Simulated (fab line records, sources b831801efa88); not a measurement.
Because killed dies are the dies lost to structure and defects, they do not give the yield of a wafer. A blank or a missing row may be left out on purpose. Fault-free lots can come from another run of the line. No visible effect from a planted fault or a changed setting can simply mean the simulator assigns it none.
Chamber matching || flow gf180mcu || GF_V5_CVD_02 on pecvd-02: 3 sister chambers
The step deposits SiO2 from TEOS, target thk 1450 nm, time 163.28 s. 3 wafers are shown with their chamber, then 12 later ones without.

== EACH WAFER AND ITS CHAMBER ==
{"wafer": "L087.5", "chamber": 2, "heater power w (W)": 562}
{"wafer": "L088.3", "chamber": 0, "heater power w (W)": 739}
{"wafer": "L088.6", "chamber": 1, "heater power w (W)": 728}

== WAFERS WITH NO CHAMBER GIVEN ==
{"wafer": "L090.1", "heater power w (W)": 751}
{"wafer": "L090.2", "heater power w (W)": 741}
{"wafer": "L090.3", "heater power w (W)": 578}
{"wafer": "L091.2", "heater power w (W)": 553}
{"wafer": "L091.5", "heater power w (W)": 580}
{"wafer": "L091.6", "heater power w (W)": 742}
{"wafer": "L096.1", "heater power w (W)": 753}
{"wafer": "L096.2", "heater power w (W)": 562}
{"wafer": "L096.3", "heater power w (W)": 728}
{"wafer": "L096.4", "heater power w (W)": 465}
{"wafer": "L096.5", "heater power w (W)": 615}
{"wafer": "L096.6", "heater power w (W)": 603}

== WHICH CHAMBER EACH WENT THROUGH ==
{"wafer": "L090.1", "from the rows above": "can't be placed: 0 or 1", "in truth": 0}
{"wafer": "L090.2", "from the rows above": "can't be placed: 0 or 1", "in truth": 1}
{"wafer": "L090.3", "from the rows above": 2, "in truth": 2}
{"wafer": "L091.2", "from the rows above": 2, "in truth": 2}
{"wafer": "L091.5", "from the rows above": 2, "in truth": 2}
{"wafer": "L091.6", "from the rows above": "can't be placed: 0 or 1", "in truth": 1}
{"wafer": "L096.1", "from the rows above": "can't be placed: 0 or 1", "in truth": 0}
{"wafer": "L096.2", "from the rows above": 2, "in truth": 2}
{"wafer": "L096.3", "from the rows above": "can't be placed: 1 or 0", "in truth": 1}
{"wafer": "L096.4", "from the rows above": 2, "in truth": 2}
{"wafer": "L096.5", "from the rows above": "can't be placed: 2 or 1", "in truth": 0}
{"wafer": "L096.6", "from the rows above": 2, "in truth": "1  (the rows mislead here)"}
Correct placement for 5 of the 12. Can't be placed from these rows: 6 (the true chamber is among the candidates in 5). Placed wrongly: 1.
How it was worked out, from the rows above alone: a wafer's distance from a chamber is the root of the sum, over the readings, of the square of ((its reading less the chamber's mean) divided by the reading's scatter). If the next closest chamber is less than 2 further off than the closest, the wafer can't be placed; otherwise it belongs to the closest. Each chamber's mean is taken over the wafers shown for it. The scatter: root of mean squared gap, hidden wafer to nearest shown wafer, with one shown wafer a chamber.
